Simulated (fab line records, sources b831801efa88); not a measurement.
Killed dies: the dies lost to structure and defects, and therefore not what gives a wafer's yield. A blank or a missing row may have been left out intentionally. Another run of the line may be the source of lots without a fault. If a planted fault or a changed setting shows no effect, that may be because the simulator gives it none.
Which tool is to blame? + flow sky130 + 11 lots, 32 wafers sampled, at 5 steps of a route of 708

== WHAT THE GAUGES READ, wafer by wafer ==
SKY_CAPM_THK_MEAS_01.
| lot  | measured     | on           | CAPM_CVD_00_THK (nm) |
|------|--------------|--------------|----------------------|
| L251 | day 37 01:59 | filmMetro-02 | 15.71 15.76 15.78    |
| L254 | day 37 15:41 | filmMetro-01 | 15.61 15.35 16.10    |
| L255 | day 38 03:54 | filmMetro-04 | 15.75 15.44 16.15    |
| L256 | day 38 09:32 | filmMetro-01 | 15.18 15.59 15.79    |
| L257 | day 38 10:55 | filmMetro-04 | 15.31 15.60 15.60    |
| L258 | day 38 16:35 | filmMetro-04 | 15.66 15.81 15.62    |
| L266 | day 41 09:00 | filmMetro-01 | 19.13 16.09          |
| L270 | day 42 07:44 | filmMetro-02 | 19.28 15.67 16.02    |
| L271 | day 42 15:46 | filmMetro-04 | 15.32 15.88 15.48    |
| L272 | day 42 17:13 | filmMetro-02 | 15.60 15.56 15.57    |
| L273 | day 43 03:51 | filmMetro-01 | 15.80 15.69 15.71    |

== WHAT TOOL EACH LOT RAN ON (gives the tool, then ch and the chambers of the sampled wafers, and finally the start) ==
| lot  | SKY_CONTACT_CVD_24           | SKY_METAL1_SPUTTER_02       | SKY_VIA2_SPUTTER_20         | SKY_CAPM_CVD_00                 |
|------|------------------------------|-----------------------------|-----------------------------|---------------------------------|
| L251 | cvdW-01 ch 0,1, day 32 08:49 | pvdSputter-01, day 32 09:25 | pvdSputter-03, day 37 01:05 | pecvd-04 ch 0,1,2, day 37 01:56 |
| L254 | cvdW-02 ch 0,1, day 33 01:06 | pvdSputter-02, day 33 01:44 | pvdSputter-04, day 37 14:50 | pecvd-04 ch 1,2, day 37 15:39   |
| L255 | cvdW-02 ch 1, day 33 11:52   | pvdSputter-04, day 33 12:30 | pvdSputter-04, day 38 02:55 | pecvd-02 ch 0,1,2, day 38 03:53 |
| L256 | cvdW-01 ch 0,1, day 33 16:45 | pvdSputter-01, day 33 17:21 | pvdSputter-04, day 38 08:40 | pecvd-04 ch 1,2, day 38 09:30   |
| L257 | cvdW-01 ch 0,1, day 33 20:10 | pvdSputter-01, day 33 20:48 | pvdSputter-01, day 38 10:03 | pecvd-01 ch 0,1,2, day 38 10:52 |
| L258 | cvdW-01 ch 0, day 34 00:46   | pvdSputter-02, day 34 01:24 | pvdSputter-04, day 38 15:44 | pecvd-02 ch 0,1,2, day 38 16:33 |
| L266 | cvdW-01 ch 0,1, day 36 21:24 | pvdSputter-01, day 36 22:00 | pvdSputter-03, day 41 07:47 | pecvd-02 ch 1,2, day 41 08:58   |
| L270 | cvdW-01 ch 0,1, day 37 21:40 | pvdSputter-04, day 37 22:18 | pvdSputter-03, day 42 06:53 | pecvd-02 ch 1,2, day 42 07:43   |
| L271 | cvdW-01 ch 0, day 38 07:13   | pvdSputter-02, day 38 07:58 | pvdSputter-04, day 42 14:53 | pecvd-01 ch 0,1, day 42 15:44   |
| L272 | cvdW-01 ch 0, day 38 08:50   | pvdSputter-04, day 38 09:35 | pvdSputter-04, day 42 16:21 | pecvd-04 ch 0,1,2, day 42 17:11 |
| L273 | cvdW-01 ch 1, day 38 19:37   | pvdSputter-01, day 38 20:15 | pvdSputter-04, day 43 02:58 | pecvd-04 ch 0,1, day 43 03:49   |
- SKY_CONTACT_CVD_24: deposits W, target thk 340 nm, time 102.12 s.
- SKY_METAL1_SPUTTER_02: material AlCu, target thk 250 nm, time 13.3 s.
- SKY_VIA2_SPUTTER_20: material TiN, target thk 20 nm, time 80 s.
- SKY_CAPM_CVD_00: deposits SiO2, target thk 15.5 nm.

== AS READ BY THE TOOLS THEMSELVES (means over the sampled wafers that have a number; for cases with no such wafer, the mark the record gives instead) ==
SKY_CONTACT_CVD_24.
| lot  | tool    | heaterPowerW (W) |
|------|---------|------------------|
| L251 | cvdW-01 | 797              |
| L254 | cvdW-02 | 847              |
| L255 | cvdW-02 | 773              |
| L256 | cvdW-01 | 801              |
| L257 | cvdW-01 | 808              |
| L258 | cvdW-01 | 787              |
| L266 | cvdW-01 | 815              |
| L270 | cvdW-01 | 799              |
| L271 | cvdW-01 | 783              |
| L272 | cvdW-01 | 798              |
| L273 | cvdW-01 | 838              |

SKY_METAL1_SPUTTER_02.
| lot  | tool          | throttleValvePct (%) |
|------|---------------|----------------------|
| L251 | pvdSputter-01 | 30.9                 |
| L254 | pvdSputter-02 | 30.3                 |
| L255 | pvdSputter-04 | 30.7                 |
| L256 | pvdSputter-01 | 30.5                 |
| L257 | pvdSputter-01 | 30.8                 |
| L258 | pvdSputter-02 | 29.5                 |
| L266 | pvdSputter-01 | 30.5                 |
| L270 | pvdSputter-04 | 30.1                 |
| L271 | pvdSputter-02 | 30.8                 |
| L272 | pvdSputter-04 | 30.3                 |
| L273 | pvdSputter-01 | 30.7                 |

SKY_VIA2_SPUTTER_20.
| lot  | tool          | throttleValvePct (%) |
|------|---------------|----------------------|
| L251 | pvdSputter-03 | 29.7                 |
| L254 | pvdSputter-04 | 30.6                 |
| L255 | pvdSputter-04 | 31.6                 |
| L256 | pvdSputter-04 | 30.2                 |
| L257 | pvdSputter-01 | 30.9                 |
| L258 | pvdSputter-04 | 30.5                 |
| L266 | pvdSputter-03 | 29.6                 |
| L270 | pvdSputter-03 | 29.7                 |
| L271 | pvdSputter-04 | 30.5                 |
| L272 | pvdSputter-04 | 30.2                 |
| L273 | pvdSputter-04 | 30.7                 |

SKY_CAPM_CVD_00.
| lot  | tool     | heaterPowerW (W) |
|------|----------|------------------|
| L251 | pecvd-04 | 710              |
| L254 | pecvd-04 | 754              |
| L255 | pecvd-02 | 729              |
| L256 | pecvd-04 | 677              |
| L257 | pecvd-01 | 797              |
| L258 | pecvd-02 | 744              |
| L266 | pecvd-02 | 648              |
| L270 | pecvd-02 | 658              |
| L271 | pecvd-01 | 760              |
| L272 | pecvd-04 | 690              |
| L273 | pecvd-04 | 680              |

== THE ANSWER, worked out from the rows above alone ==
Rule: the usual values come from the lots themselves. The widest of any qualifying gaps counts: lots, ordered by their means at a reading, are off when they make up no more than a third of the lots, leave a main group of 4 or more, and stand apart from it by 3 or more times the standard deviation of that group's means. If all means in a main group match to the digits the tables above print for the reading, that group is not used. A lot without any number at a reading at which 4 lots or more have one is off too. All remaining lots with rows at the step are treated as sound. Order of review: gauges by route order, followed by the tools' own readings, for which a lot's mean as printed above is used. The first step at which some lot is off is used, and at that step the reading that is off furthest; a lot without a number counts as furthest.
Off: L266, L270, seen at SKY_CAPM_THK_MEAS_01 (CAPM_CVD_00_THK). The main group: mean 15.65 nm, standard deviation 0.099.
A tool fits if, at a process step before that reading, it ran every lot that is off, and no sound lot after the first of them. The gauges at SKY_CAPM_THK_MEAS_01 are tried like those tools. This does not decide it: 2 tools fit, namely pvdSputter-03 at SKY_VIA2_SPUTTER_20 and pecvd-02 at SKY_CAPM_CVD_00.

== WHAT WAS PUT IN BY THE SIMULATOR ==
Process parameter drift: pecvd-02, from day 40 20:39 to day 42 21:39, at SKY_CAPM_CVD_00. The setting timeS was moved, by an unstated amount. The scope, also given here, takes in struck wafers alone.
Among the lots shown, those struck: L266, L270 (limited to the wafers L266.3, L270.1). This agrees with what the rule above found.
